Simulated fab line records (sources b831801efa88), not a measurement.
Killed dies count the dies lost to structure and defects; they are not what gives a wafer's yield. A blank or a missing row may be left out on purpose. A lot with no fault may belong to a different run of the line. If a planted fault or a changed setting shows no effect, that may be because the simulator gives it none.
The tool behind it: which one? :: flow sky130 :: 7 lots, 21 wafers sampled, at 1 step of a route of 708

== WHAT EACH GAUGE READ, for each wafer ==
SKY_LOCAL_INTERCONNECT_THK_MEAS_02: measures by xrf.
lot: L334
measured: day 31 14:32
on: film metro-02
LOCAL_INTERCONNECT_TIN_THK (nm): 97.8 97.5 98.0

lot: L336
measured: day 32 13:49
on: film metro-01
LOCAL_INTERCONNECT_TIN_THK (nm): 100.8 101.7 99.8

lot: L338
measured: day 33 03:44
on: film metro-02
LOCAL_INTERCONNECT_TIN_THK (nm): 99.1 100.2 99.7

lot: L340
measured: day 33 19:46
on: film metro-01
LOCAL_INTERCONNECT_TIN_THK (nm): 98.6 100.5 99.6

lot: L345
measured: day 35 13:49
on: film metro-04
LOCAL_INTERCONNECT_TIN_THK (nm): 100.3 100.3 100.2

lot: L347
measured: day 35 19:28
on: film metro-02
LOCAL_INTERCONNECT_TIN_THK (nm): 99.1 98.7 98.5

lot: L350
measured: day 36 20:46
on: film metro-01
LOCAL_INTERCONNECT_TIN_THK (nm): 98.8 98.6 97.6

== EACH LOT AND THE TOOL THAT RAN IT (in order: tool; ch and the chambers of the sampled wafers; start) ==
The record shows no process step preceding these readings.

== THE ANSWER, worked out from the rows above alone ==
Rule: what is usual is taken from the lots themselves. Put in order of their means at a reading, lots are off if they are a third of the lots or fewer, leave a main group of 4 or more, and stand apart from it by a gap of 3 or more times the standard deviation of the main group's means; of several such gaps the widest counts. A main group whose means are all the same, to the digits that the tables above print for the reading, isn't used. A lot without any number at a reading at which 4 lots or more have one is off too. Any other lot the step has rows for is counted as sound.
Nothing can be told from this: no lot is off at any reading shown.

== WHAT THE SIMULATOR PUT IN ==
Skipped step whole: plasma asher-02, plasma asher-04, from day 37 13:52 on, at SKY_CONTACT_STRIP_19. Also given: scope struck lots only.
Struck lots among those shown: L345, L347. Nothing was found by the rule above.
